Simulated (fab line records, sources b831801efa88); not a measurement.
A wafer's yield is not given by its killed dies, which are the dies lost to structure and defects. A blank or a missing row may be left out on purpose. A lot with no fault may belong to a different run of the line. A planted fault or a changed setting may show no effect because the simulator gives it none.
The tool behind it: which one? + flow gf180mcu + Sampling: 7 lots, 21 wafers, 2 of 602 route steps

WHAT THE GAUGES READ, wafer by wafer
GF_HV_LDD_TW_MEAS_50.
| lot  | measured     | on            | HV_LDD_4_TW |
|------|--------------|---------------|-------------|
| L672 | day 12 16:48 | film_metro-01 | 570 574 572 |
| L674 | day 13 09:38 | film_metro-04 | 566 566 565 |
| L676 | day 14 10:21 | film_metro-01 | 566 573 571 |
| L678 | day 14 20:58 | film_metro-04 | 573 572 570 |
| L680 | day 15 15:55 | film_metro-01 | 569 570 572 |
| L682 | day 16 01:38 | film_metro-01 | 568 566 568 |
| L693 | day 19 11:54 | film_metro-03 | 642 641 643 |

WHAT TOOL EACH LOT RAN ON (gives the tool, then ch and the chambers of the sampled wafers, and finally the start)
| lot  | GF_HV_LDD_IMPLANT_48            |
|------|---------------------------------|
| L672 | implanter-04 ch 0, day 12 16:34 |
| L674 | implanter-01 ch 0, day 13 09:23 |
| L676 | implanter-04 ch 0, day 14 10:07 |
| L678 | implanter-04 ch 0, day 14 20:45 |
| L680 | implanter-01 ch 0, day 15 15:42 |
| L682 | implanter-04 ch 0, day 16 01:23 |
| L693 | implanter-04 ch 0, day 19 11:39 |
- GF_HV_LDD_IMPLANT_48

THE ANSWER, worked out from the rows above alone
Rule: what is usual is taken from the lots themselves. The widest of any qualifying gaps counts: lots, ordered by their means at a reading, are off when they make up no more than a third of the lots, leave a main group of 4 or more, and stand apart from it by 3 or more times the standard deviation of that group's means. If all means in a main group match to the digits the tables above print for the reading, that group is not used. Also off: a lot with no number at a reading for which 4 or more lots have one. Any other lot the step has rows for is counted as sound.
Off: L693, seen at GF_HV_LDD_TW_MEAS_50 (HV_LDD_4_TW). Main group: mean 570, sd 2.3.
A tool fits if, at a process step before that reading, it ran every lot that is off, and no sound lot after the first of them. The gauges at GF_HV_LDD_TW_MEAS_50 are tried like those tools. 2 tools fit, implanter-04 at GF_HV_LDD_IMPLANT_48 and film_metro-03 at GF_HV_LDD_TW_MEAS_50, so this cannot tell which one it is.

WHAT WAS PUT IN BY THE SIMULATOR
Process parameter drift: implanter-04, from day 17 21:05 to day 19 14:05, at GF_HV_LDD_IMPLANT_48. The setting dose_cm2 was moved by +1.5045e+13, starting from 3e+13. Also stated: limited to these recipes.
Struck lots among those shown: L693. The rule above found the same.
